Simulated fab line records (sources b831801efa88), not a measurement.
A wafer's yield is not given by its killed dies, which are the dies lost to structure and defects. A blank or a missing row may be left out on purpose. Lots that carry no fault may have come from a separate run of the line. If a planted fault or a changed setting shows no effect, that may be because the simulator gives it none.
Comparing a struck lot with a sound one / flow sky130 / 32 out of 708 route steps
Sound: these wafers, L383.1, L383.5, L383.6. Struck: wafer L397.2 (left out: L397.1, L397.4 of the same lot, which were not struck); the cause appears at the end.
Each step with rows lists, per side, the tool, then ch with its chambers, then its first start. Under that, the readings that differ: sound wafers / struck wafers / difference of the means / sigmas: that difference in standard deviations of wafers without a fault.
alike: a reading whose means differ by less than 2 such deviations, as well as words and numbers matching on both sides. not compared: withheld readings; readings where some wafer has no value; bounds like >300 that might hide an equal value; numbers whose values overlap and for which the record gives no deviation.
Wherever a step has rows on one side only, a row that says differs or no value, or a row with sigmas, the two part there. Non-overlapping numbers with no deviation appear without sigmas and do not part them. A reading missing from all wafers of one side parts the sides only when that side holds two or more wafers.

first, 6 steps without rows for these wafers: SKY_VIA1_ETCH_15 (etches SiO2 in C4F8/O2/Ar, stops on TiN, target depth 351 nm, time 54 s); SKY_VIA1_STRIP_16 (strips in O2/N2); SKY_VIA1_STRIP_17 (strips in post etch residue remover, time 1200 s); SKY_VIA1_CLEAN_18 (cleans in IPA, time 180 s); SKY_VIA1_CLEAN_19 (cleans in O3/DIW); SKY_VIA1_SPUTTER_20 (material TiN, target thk 20 nm, time 80 s).
SKY_VIA1_CVD_21: deposits W, target thk 270 nm, time 80.902 s.
  sound on cvd w-02 ch 0,1, day 33 18:38; struck on cvd w-02 ch 1, day 38 18:31
  alike: heater power w
SKY_VIA1_RS_MEAS_22: measures by four-point-probe.
  sound on film metro-03, day 33 18:44; struck on film metro-01, day 38 18:37
  alike: VIA1_W_RS
SKY_VIA1_THK_MEAS_23: measures by xrf.
  sound on film metro-03, day 33 18:51; struck on film metro-01, day 38 18:44
  alike: VIA1_W_THK
then, 2 steps without rows for these wafers: SKY_VIA1_CMP_24 (polishes, stops on SiO2, t overpolish 15 s, target thk 0 nm); SKY_METAL2_SPUTTER_00 (material Ti, target thk 15 nm, time 10 s).
SKY_METAL2_SPUTTER_01: material TiN, target thk 20 nm, time 16.7 s.
  sound on pvd sputter-02, day 33 19:14; struck on pvd sputter-02, day 38 19:07
  alike: throttle valve pct
SKY_METAL2_SPUTTER_02: material AlCu, target thk 250 nm, time 13.3 s.
  sound on pvd sputter-02, day 33 19:16; struck on pvd sputter-02, day 38 19:08
reading=model.AlCu_of_METAL2_SPUTTER_02.thk nm (nm); sound=249.9 251.2 248.3; struck=344.8; difference=+95.0; sigmas=
  alike: throttle valve pct
SKY_METAL2_SPUTTER_03: material Ti, target thk 5 nm, time 3.3 s.
  sound on pvd sputter-02, day 33 19:17; struck on pvd sputter-02, day 38 19:10
  alike: throttle valve pct
SKY_METAL2_SPUTTER_04: material TiN, target thk 70 nm, time 58.3 s.
  sound on pvd sputter-02, day 33 19:18; struck on pvd sputter-02, day 38 19:11
  alike: throttle valve pct
SKY_METAL2_RS_MEAS_05: measures by four-point-probe.
  sound on film metro-04, day 33 19:21; struck on film metro-01, day 38 19:14
reading=METAL2_ALCU_RS (ohm/sq); sound=0.1269 0.1261 0.1278; struck=0.0912; difference=-0.0357; sigmas=-30
SKY_METAL2_THK_MEAS_06: measures by xrf.
  sound on film metro-04, day 33 19:28; struck on film metro-01, day 38 19:22
reading=METAL2_ALCU_THK (nm); sound=245.7 247.5 242.9; struck=342.3; difference=+96.9; sigmas=+36
then, 8 steps without rows for these wafers: SKY_METAL2_DEHYDRATE_07 (time 60 s); SKY_METAL2_HMDS_08 (prime time 60 s); SKY_METAL2_COAT_09 (resist thk 60 nm); SKY_METAL2_COAT_10 (resist thk 450 nm); SKY_METAL2_SOFTBAKE_11 (time 90 s); SKY_METAL2_EXPOSE_12 (exposes mask MM2, target cd 140 nm); SKY_METAL2_PEB_13; SKY_METAL2_DEVELOP_14 (develop time 60 s).
SKY_METAL2_CD_MEAS_15: target cd 140 nm.
  sound on cd sem-01, day 34 22:19; struck on cd sem-02, day 39 20:49
  alike: cd nm
SKY_METAL2_OVL_MEAS_16:
  sound on overlay-02, day 34 22:26; struck on overlay-02, day 39 20:56
reading=METAL2_OVL (nm); sound=-2 -6 0; struck=8; difference=+11; sigmas=+2
SKY_METAL2_DESCUM_17: chemistry O2, time 8 s.
  sound on rie metal-04 ch 0,1, day 34 22:29; struck on rie metal-01 ch 1, day 39 20:59
reading=oes product au (a.u.); sound=1.009 1.017 1.017; struck=0.990; difference=-0.024; sigmas=-2
  alike: drypump motor current A
  not compared: rf hours counter h
then, 1 step without rows for these wafers: SKY_METAL2_ETCH_18 (etches BARC in N2/H2, stops on SiO2, time 45.9 s, target depth 60 nm).
SKY_METAL2_METAL_ETCH_19: etches the open film in Cl2/BCl3, stops on SiO2, target depth 360 nm, time 78 s.
  sound on rie metal-04 ch 0,1, day 34 22:34; struck on rie metal-01 ch 1, day 39 21:05
reading=oes product au (a.u.); sound=0.857 0.864 0.859; struck=0.936; difference=+0.076; sigmas=+13
  alike: bias w, drypump motor current A, throttle valve pct
  not compared: rf hours counter h
then, 1 step without rows for these wafers: SKY_METAL2_STRIP_20 (strips in O2/N2).
-- the record jumps here: 10 days lie between the struck wafers' starts before and after (it left off in module METAL2 and takes up again in module PAD_OPEN, whose first step shown is number 708 of the route) --
SKY_PAD_OPEN_PROBE_99:
  sound on prober-01, day 45 16:26; struck on prober-02, day 49 12:04
reading=model.etest.met2.line ohm um; sound=0.9093 0.9538 0.9567; struck=0.6761; difference=-0.2638; sigmas=
reading=model.etest.met2.rs ohm sq; sound=0.1266 0.1271 0.1298; struck=0.09204; difference=-0.03579; sigmas=
  alike: defect limited yield, killed_at_M0_to_M3, killed_at_M4_up, killed at contacts, killed at front end, killed at other, killed dies, killed open, killed short, sort_bin_3_pad_short, sort_bin_5_function, sort_bin_6_memory, sort n pass, sort yield pct

## WHERE THEY PART
First at SKY_METAL2_RS_MEAS_05; last, within this record, at SKY_METAL2_METAL_ETCH_19. Later steps at which nothing parts them and some readings are alike: SKY_PAD_OPEN_PROBE_99.

WHY: what the simulator had put in
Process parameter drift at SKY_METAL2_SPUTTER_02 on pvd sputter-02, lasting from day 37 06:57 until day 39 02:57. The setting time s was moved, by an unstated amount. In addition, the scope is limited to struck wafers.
